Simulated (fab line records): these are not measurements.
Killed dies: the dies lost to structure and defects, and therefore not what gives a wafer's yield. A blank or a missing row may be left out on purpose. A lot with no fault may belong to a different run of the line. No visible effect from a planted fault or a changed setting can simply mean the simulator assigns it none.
Chamber matching | flow sky130 | SKY_VIA1_ETCH_15 on rie diel-03 has 4 sister chambers
The step etches SiO2 in C4F8/O2/Ar, stops on TiN, target depth 351 nm, time 54 s. 4 wafers are shown with their chamber, then 8 later ones without.

WAFERS PAIRED WITH THEIR CHAMBERS
wafer  | chamber | oes product au (a.u.)
L081.2 | 2       | 0.980
L085.1 | 1       | 0.983
L085.3 | 0       | 0.985
L092.2 | 3       | 0.972

WAFERS MISSING THEIR CHAMBER
wafer  | oes product au (a.u.)
L092.4 | 0.975
L092.5 | 0.987
L094.1 | 0.980
L094.2 | 0.979
L094.3 | 0.980
L094.4 | 0.986
L094.5 | 0.981
L094.6 | 0.984

THE CHAMBER EACH PASSED THROUGH
wafer  | from the rows above     | in truth
L092.4 | can't be placed: 3 or 2 | 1
L092.5 | can't be placed: 0 or 1 | 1
L094.1 | 2                       | 2
L094.2 | 2                       | 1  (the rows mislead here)
L094.3 | 2                       | 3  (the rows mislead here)
L094.4 | can't be placed: 0 or 1 | 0
L094.5 | can't be placed: 2 or 1 | 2
L094.6 | can't be placed: 0 or 1 | 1
Correctly placed: 1 of 8. From these rows, 5 cannot be placed; in 4 the true chamber is one of the candidates. 2 placed wrongly.
How it was worked out, from the rows above alone: a wafer's distance from a chamber is the root of the sum, over the readings, of the square of ((its reading less the chamber's mean) divided by the reading's scatter). If the next closest chamber is less than 2 further off than the closest, the wafer can't be placed; otherwise it belongs to the closest. For every chamber, the mean is computed from those of its wafers that are shown. The scatter: root of mean squared gap, hidden wafer to nearest shown wafer, with one shown wafer a chamber.
